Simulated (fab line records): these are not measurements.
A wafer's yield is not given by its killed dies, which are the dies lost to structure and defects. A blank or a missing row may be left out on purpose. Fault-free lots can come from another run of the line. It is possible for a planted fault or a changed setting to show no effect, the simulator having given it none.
Which tool was responsible? || flow gf180mcu || 13 lots, 39 wafers sampled, at 5 steps of a route of 602

== WHAT EACH GAUGE READ, for each wafer ==
GF_MIM_THK_MEAS_06.
{"lot": "L972", "measured": "day 24 04:46", "on": "film-metro-04", "MIM_CVD_05_THK (nm)": "42.4 42.6 42.2"}
{"lot": "L973", "measured": "day 24 17:46", "on": "film-metro-02", "MIM_CVD_05_THK (nm)": "42.0 42.5 41.9"}
{"lot": "L974", "measured": "day 24 19:06", "on": "film-metro-04", "MIM_CVD_05_THK (nm)": "41.7 42.1 41.7"}
{"lot": "L975", "measured": "day 25 14:00", "on": "film-metro-02", "MIM_CVD_05_THK (nm)": "41.3 41.9 41.9"}
{"lot": "L979", "measured": "day 26 17:44", "on": "film-metro-01", "MIM_CVD_05_THK (nm)": "41.2 40.9 41.8"}
{"lot": "L977", "measured": "day 26 18:38", "on": "film-metro-01", "MIM_CVD_05_THK (nm)": "42.9 42.8 41.8"}
{"lot": "L978", "measured": "day 26 18:52", "on": "film-metro-02", "MIM_CVD_05_THK (nm)": "40.9 42.1 41.6"}
{"lot": "L985", "measured": "day 29 05:02", "on": "film-metro-04", "MIM_CVD_05_THK (nm)": "41.8 41.2 42.7"}
{"lot": "L986", "measured": "day 29 08:11", "on": "film-metro-01", "MIM_CVD_05_THK (nm)": "42.5 41.7 42.9"}
{"lot": "L989", "measured": "day 30 04:55", "on": "film-metro-04", "MIM_CVD_05_THK (nm)": "40.9 41.1 42.9"}
{"lot": "L988", "measured": "day 30 06:35", "on": "film-metro-01", "MIM_CVD_05_THK (nm)": "40.8 41.4 42.1"}
{"lot": "L990", "measured": "day 30 08:42", "on": "film-metro-04", "MIM_CVD_05_THK (nm)": "41.0 41.3 42.1"}
{"lot": "L994", "measured": "day 31 07:52", "on": "film-metro-02", "MIM_CVD_05_THK (nm)": "41.6 42.0 42.1"}

GF_V5_THK_MEAS_01.
{"lot": "L972", "measured": "day 26 00:25", "on": "film-metro-03", "V5_CVD_00_THK (nm)": "300 297 304"}
{"lot": "L973", "measured": "day 26 13:52", "on": "film-metro-03", "V5_CVD_00_THK (nm)": "299 297 295"}
{"lot": "L974", "measured": "day 26 15:29", "on": "film-metro-03", "V5_CVD_00_THK (nm)": "305 300 304"}
{"lot": "L975", "measured": "day 27 09:22", "on": "film-metro-04", "V5_CVD_00_THK (nm)": "300 298 296"}
{"lot": "L979", "measured": "day 28 11:35", "on": "film-metro-03", "V5_CVD_00_THK (nm)": "298 290 294"}
{"lot": "L977", "measured": "day 28 12:40", "on": "film-metro-04", "V5_CVD_00_THK (nm)": "303 300 302"}
{"lot": "L978", "measured": "day 28 12:59", "on": "film-metro-03", "V5_CVD_00_THK (nm)": "297 300 298"}
{"lot": "L985", "measured": "day 30 18:43", "on": "film-metro-01", "V5_CVD_00_THK (nm)": "297 296 304"}
{"lot": "L986", "measured": "day 30 22:16", "on": "film-metro-04", "V5_CVD_00_THK (nm)": "304 303 306"}
{"lot": "L989", "measured": "day 31 17:40", "on": "film-metro-03", "V5_CVD_00_THK (nm)": "301 298 300"}
{"lot": "L988", "measured": "day 31 19:40", "on": "film-metro-04", "V5_CVD_00_THK (nm)": "305 301 297"}
{"lot": "L990", "measured": "day 31 20:49", "on": "film-metro-04", "V5_CVD_00_THK (nm)": "300 297 301"}
{"lot": "L994", "measured": "day 32 17:55", "on": "film-metro-03", "V5_CVD_00_THK (nm)": "297 300 297"}

GF_V5_THK_MEAS_03.
{"lot": "L972", "measured": "day 26 00:35", "on": "film-metro-04", "V5_CVD_02_THK (nm)": "1460 1443 1468"}
{"lot": "L973", "measured": "day 26 14:02", "on": "film-metro-03", "V5_CVD_02_THK (nm)": "1428 1468 1458"}
{"lot": "L974", "measured": "day 26 15:40", "on": "film-metro-03", "V5_CVD_02_THK (nm)": "1485 1471 1454"}
{"lot": "L975", "measured": "day 27 09:32", "on": "film-metro-01", "V5_CVD_02_THK (nm)": "1468 1444 1460"}
{"lot": "L979", "measured": "day 28 11:46", "on": "film-metro-01", "V5_CVD_02_THK (nm)": "1461 1450 1481"}
{"lot": "L977", "measured": "day 28 12:50", "on": "film-metro-04", "V5_CVD_02_THK (nm)": "1452 1477 1448"}
{"lot": "L978", "measured": "day 28 13:10", "on": "film-metro-03", "V5_CVD_02_THK (nm)": "1438 1457 1469"}
{"lot": "L985", "measured": "day 30 18:53", "on": "film-metro-01", "V5_CVD_02_THK (nm)": "1443 1450 1447"}
{"lot": "L986", "measured": "day 30 22:26", "on": "film-metro-04", "V5_CVD_02_THK (nm)": "2644 2650 2687"}
{"lot": "L989", "measured": "day 31 17:50", "on": "film-metro-04", "V5_CVD_02_THK (nm)": "1448 1434 1439"}
{"lot": "L988", "measured": "day 31 19:50", "on": "film-metro-03", "V5_CVD_02_THK (nm)": "2643 2652 2663"}
{"lot": "L990", "measured": "day 31 20:59", "on": "film-metro-01", "V5_CVD_02_THK (nm)": "1433 1457 1473"}
{"lot": "L994", "measured": "day 32 18:05", "on": "film-metro-01", "V5_CVD_02_THK (nm)": "1434 1430 1431"}

GF_V5_BOW_MEAS_05.
{"lot": "L972", "measured": "day 26 00:58", "on": "film-metro-01", "V5_BOW (um)": "130 129 132"}
{"lot": "L973", "measured": "day 26 14:25", "on": "film-metro-03", "V5_BOW (um)": "118 128 142"}
{"lot": "L974", "measured": "day 26 16:01", "on": "film-metro-04", "V5_BOW (um)": "144 127 149"}
{"lot": "L975", "measured": "day 27 10:29", "on": "film-metro-01", "V5_BOW (um)": "148 149 146"}
{"lot": "L979", "measured": "day 28 12:07", "on": "film-metro-01", "V5_BOW (um)": "136 138 135"}
{"lot": "L977", "measured": "day 28 13:19", "on": "film-metro-01", "V5_BOW (um)": "119 128 126"}
{"lot": "L978", "measured": "day 28 13:35", "on": "film-metro-01", "V5_BOW (um)": "139 134 130"}
{"lot": "L985", "measured": "day 30 19:15", "on": "film-metro-04", "V5_BOW (um)": "126 132 121"}
{"lot": "L986", "measured": "day 30 22:47", "on": "film-metro-01", "V5_BOW (um)": "138 136 141"}
{"lot": "L989", "measured": "day 31 18:17", "on": "film-metro-01", "V5_BOW (um)": "125 137 125"}
{"lot": "L988", "measured": "day 31 20:14", "on": "film-metro-01", "V5_BOW (um)": "128 134 139"}
{"lot": "L990", "measured": "day 31 21:22", "on": "film-metro-04", "V5_BOW (um)": "124 132 129"}
{"lot": "L994", "measured": "day 32 18:33", "on": "film-metro-03", "V5_BOW (um)": "120 131 127"}

== WHICH TOOL RAN EACH LOT (tool, then ch and the chambers of the sampled wafers, then the start) ==
{"lot": "L972", "GF_V5_CVD_02": "pecvd-04 ch 0,2, day 26 00:28"}
{"lot": "L973", "GF_V5_CVD_02": "pecvd-04 ch 0,1, day 26 13:55"}
{"lot": "L974", "GF_V5_CVD_02": "pecvd-02 ch 0,1,2, day 26 15:33"}
{"lot": "L975", "GF_V5_CVD_02": "pecvd-02 ch 0,1,2, day 27 09:26"}
{"lot": "L979", "GF_V5_CVD_02": "pecvd-04 ch 0,1,2, day 28 11:39"}
{"lot": "L977", "GF_V5_CVD_02": "pecvd-04 ch 0,1,2, day 28 12:44"}
{"lot": "L978", "GF_V5_CVD_02": "pecvd-03 ch 1,2, day 28 13:02"}
{"lot": "L985", "GF_V5_CVD_02": "pecvd-04 ch 1,2, day 30 18:46"}
{"lot": "L986", "GF_V5_CVD_02": "pecvd-04 ch 0,2, day 30 22:19"}
{"lot": "L989", "GF_V5_CVD_02": "pecvd-02 ch 0,1, day 31 17:44"}
{"lot": "L988", "GF_V5_CVD_02": "pecvd-04 ch 0,1, day 31 19:43"}
{"lot": "L990", "GF_V5_CVD_02": "pecvd-03 ch 0,1,2, day 31 20:51"}
{"lot": "L994", "GF_V5_CVD_02": "pecvd-03 ch 0,1,2, day 32 17:59"}
- GF_V5_CVD_02: deposits SiO2 from TEOS, target thk 1450 nm, time 163.28 s.

== AS READ BY THE TOOLS THEMSELVES (means over the sampled wafers that have a number; for cases with no such wafer, the mark the record gives instead) ==
GF_V5_CVD_02.
{"lot": "L972", "tool": "pecvd-04", "heater-power-w (W)": 663}
{"lot": "L973", "tool": "pecvd-04", "heater-power-w (W)": 685}
{"lot": "L974", "tool": "pecvd-02", "heater-power-w (W)": 903}
{"lot": "L975", "tool": "pecvd-02", "heater-power-w (W)": 833}
{"lot": "L979", "tool": "pecvd-04", "heater-power-w (W)": 700}
{"lot": "L977", "tool": "pecvd-04", "heater-power-w (W)": 615}
{"lot": "L978", "tool": "pecvd-03", "heater-power-w (W)": 566}
{"lot": "L985", "tool": "pecvd-04", "heater-power-w (W)": 743}
{"lot": "L986", "tool": "pecvd-04", "heater-power-w (W)": 644}
{"lot": "L989", "tool": "pecvd-02", "heater-power-w (W)": 981}
{"lot": "L988", "tool": "pecvd-04", "heater-power-w (W)": 648}
{"lot": "L990", "tool": "pecvd-03", "heater-power-w (W)": 625}
{"lot": "L994", "tool": "pecvd-03", "heater-power-w (W)": 620}

== THE ANSWER, worked out from the rows above alone ==
Rule: usual is defined by the lots themselves. The widest of any qualifying gaps counts: lots, ordered by their means at a reading, are off when they make up no more than a third of the lots, leave a main group of 4 or more, and stand apart from it by 3 or more times the standard deviation of that group's means. A main group is skipped when, at the precision printed for the reading in the tables above, its means are all equal. Also off: a lot with no number at a reading for which 4 or more lots have one. All remaining lots with rows at the step are treated as sound. Order of review: gauges by route order, followed by the tools' own readings, for which a lot's mean as printed above is used. At the first step where some lot is off, the reading lying furthest off is the one used; lots without a number count as furthest.
Off: L986, L988, at GF_V5_THK_MEAS_03 (V5_CVD_02_THK). The main group: mean 1453 nm, standard deviation 10.
If a tool, at a process step before that reading, ran all the lots that are off and no sound lot after the first of them, it fits. Gauges at GF_V5_THK_MEAS_03: tried the same way as those tools. One fits: pecvd-04 at GF_V5_CVD_02. Its last sound lot is L985 (day 30 18:46), its first lot that is off L986 (day 30 22:19): a fault that began between those two fits.

== WHAT THE SIMULATOR HAD INSERTED ==
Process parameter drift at GF_V5_CVD_02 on pecvd-04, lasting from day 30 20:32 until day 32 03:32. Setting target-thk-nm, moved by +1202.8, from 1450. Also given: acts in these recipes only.
Struck lots among those shown: L986, L988. Same finding as the rule above.
